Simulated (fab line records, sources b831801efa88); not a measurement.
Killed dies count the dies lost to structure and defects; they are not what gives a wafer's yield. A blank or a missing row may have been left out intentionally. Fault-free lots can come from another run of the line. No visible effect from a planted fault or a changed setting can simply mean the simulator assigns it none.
What tool caused it? / flow gf180mcu / 11 lots with 33 wafers sampled at 5 steps, on a route of 602 steps

## WHAT EACH GAUGE READ, for each wafer
GF_MIM_RS_MEAS_10: measurement is done with a four-point probe.
lot=L514; measured=day 24 10:07; on=film_metro-01; MIM_ALCU_RS (ohm/sq)=0.1579 0.1590 0.1589
lot=L517; measured=day 25 18:29; on=film_metro-02; MIM_ALCU_RS (ohm/sq)=0.1623 0.1642 0.1621
lot=L520; measured=day 26 15:17; on=film_metro-02; MIM_ALCU_RS (ohm/sq)=0.1597 0.1571 0.1586
lot=L524; measured=day 27 22:37; on=film_metro-02; MIM_ALCU_RS (ohm/sq)=0.1594 0.1615 0.1594
lot=L526; measured=day 28 09:19; on=film_metro-02; MIM_ALCU_RS (ohm/sq)=0.1671 0.1709 0.1706 0.1669 0.1708 0.1709
lot=L528; measured=day 29 00:28; on=film_metro-04; MIM_ALCU_RS (ohm/sq)=0.1689 0.1690 0.1721 0.1691 0.1693 0.1718
lot=L530; measured=day 29 13:07; on=film_metro-01; MIM_ALCU_RS (ohm/sq)=0.1622 0.1615 0.1617
lot=L531; measured=day 29 18:41; on=film_metro-04; MIM_ALCU_RS (ohm/sq)=0.1622 0.1606 0.1625
lot=L532; measured=day 30 06:17; on=film_metro-04; MIM_ALCU_RS (ohm/sq)=0.1601 0.1620 0.1652
lot=L533; measured=day 30 09:40; on=film_metro-01; MIM_ALCU_RS (ohm/sq)=0.1617 0.1580 0.1612
lot=L536; measured=day 31 03:59; on=film_metro-02; MIM_ALCU_RS (ohm/sq)=0.1606 0.1600 0.1603

## EACH LOT AND THE TOOL THAT RAN IT (in order: tool; ch and the chambers of the sampled wafers; start)
lot=L514; GF_V4_CVD_23=cvd_w-02 ch 0,1, day 24 09:05; GF_MIM_SPUTTER_00=pvd_sputter-01, day 24 09:41; GF_MIM_SPUTTER_04=pvd_sputter-01, day 24 09:52; GF_MIM_SPUTTER_08=pvd_sputter-04, day 24 10:02
lot=L517; GF_V4_CVD_23=cvd_w-02 ch 1, day 25 17:25; GF_MIM_SPUTTER_00=pvd_sputter-04, day 25 18:01; GF_MIM_SPUTTER_04=pvd_sputter-04, day 25 18:12; GF_MIM_SPUTTER_08=pvd_sputter-01, day 25 18:22
lot=L520; GF_V4_CVD_23=cvd_w-02 ch 0,1, day 26 14:16; GF_MIM_SPUTTER_00=pvd_sputter-01, day 26 14:51; GF_MIM_SPUTTER_04=pvd_sputter-01, day 26 15:02; GF_MIM_SPUTTER_08=pvd_sputter-02, day 26 15:13
lot=L524; GF_V4_CVD_23=cvd_w-02 ch 0,1, day 27 21:37; GF_MIM_SPUTTER_00=pvd_sputter-04, day 27 22:12; GF_MIM_SPUTTER_04=pvd_sputter-04, day 27 22:23; GF_MIM_SPUTTER_08=pvd_sputter-01, day 27 22:34
lot=L526; GF_V4_CVD_23=cvd_w-01 ch 0,1, day 28 08:19; GF_MIM_SPUTTER_00=pvd_sputter-02, day 28 08:54; GF_MIM_SPUTTER_04=pvd_sputter-02, day 28 09:05; GF_MIM_SPUTTER_08=pvd_sputter-01, day 28 09:16
lot=L528; GF_V4_CVD_23=cvd_w-01 ch 0,1, day 28 23:28; GF_MIM_SPUTTER_00=pvd_sputter-04, day 29 00:03; GF_MIM_SPUTTER_04=pvd_sputter-04, day 29 00:14; GF_MIM_SPUTTER_08=pvd_sputter-01, day 29 00:25
lot=L530; GF_V4_CVD_23=cvd_w-01 ch 0,1, day 29 12:07; GF_MIM_SPUTTER_00=pvd_sputter-01, day 29 12:42; GF_MIM_SPUTTER_04=pvd_sputter-01, day 29 12:53; GF_MIM_SPUTTER_08=pvd_sputter-02, day 29 13:04
lot=L531; GF_V4_CVD_23=cvd_w-02 ch 0,1, day 29 17:41; GF_MIM_SPUTTER_00=pvd_sputter-01, day 29 18:16; GF_MIM_SPUTTER_04=pvd_sputter-01, day 29 18:28; GF_MIM_SPUTTER_08=pvd_sputter-02, day 29 18:38
lot=L532; GF_V4_CVD_23=cvd_w-01 ch 0, day 30 04:54; GF_MIM_SPUTTER_00=pvd_sputter-01, day 30 05:52; GF_MIM_SPUTTER_04=pvd_sputter-01, day 30 06:03; GF_MIM_SPUTTER_08=pvd_sputter-02, day 30 06:14
lot=L533; GF_V4_CVD_23=cvd_w-01 ch 0, day 30 08:35; GF_MIM_SPUTTER_00=pvd_sputter-04, day 30 09:11; GF_MIM_SPUTTER_04=pvd_sputter-04, day 30 09:22; GF_MIM_SPUTTER_08=pvd_sputter-02, day 30 09:32
lot=L536; GF_V4_CVD_23=cvd_w-02 ch 0,1, day 31 02:59; GF_MIM_SPUTTER_00=pvd_sputter-02, day 31 03:35; GF_MIM_SPUTTER_04=pvd_sputter-02, day 31 03:46; GF_MIM_SPUTTER_08=pvd_sputter-01, day 31 03:56
- GF_V4_CVD_23: deposits W, target thk 350 nm, time 104.9 s.
- GF_MIM_SPUTTER_00: material Ti, target thk 37.5 nm, time 150 s.
- GF_MIM_SPUTTER_04: material TiN, target thk 50 nm, time 41.7 s.
- GF_MIM_SPUTTER_08: material AlCu, target thk 200 nm, time 10.6 s.

## THE ANSWER, worked out from the rows above alone
Rule: the usual values come from the lots themselves. Put in order of their means at a reading, lots are off if they are a third of the lots or fewer, leave a main group of 4 or more, and stand apart from it by a gap of 3 or more times the standard deviation of the main group's means; of several such gaps the widest counts. A main group whose means are all the same, to the digits that the tables above print for the reading, isn't used. Also off: a lot with no number at a reading for which 4 or more lots have one. All remaining lots with rows at the step are treated as sound.
Off: L526, L528, seen at GF_MIM_RS_MEAS_10 (MIM_ALCU_RS). The main group has a mean of 0.1607 ohm/sq with a standard deviation of 0.0015.
A tool fits if, at a process step before that reading, it ran every lot that is off, and no sound lot after the first of them. The gauges at GF_MIM_RS_MEAS_10 are tried like those tools. None of those tried fits.

## WHAT THE SIMULATOR HAD INSERTED
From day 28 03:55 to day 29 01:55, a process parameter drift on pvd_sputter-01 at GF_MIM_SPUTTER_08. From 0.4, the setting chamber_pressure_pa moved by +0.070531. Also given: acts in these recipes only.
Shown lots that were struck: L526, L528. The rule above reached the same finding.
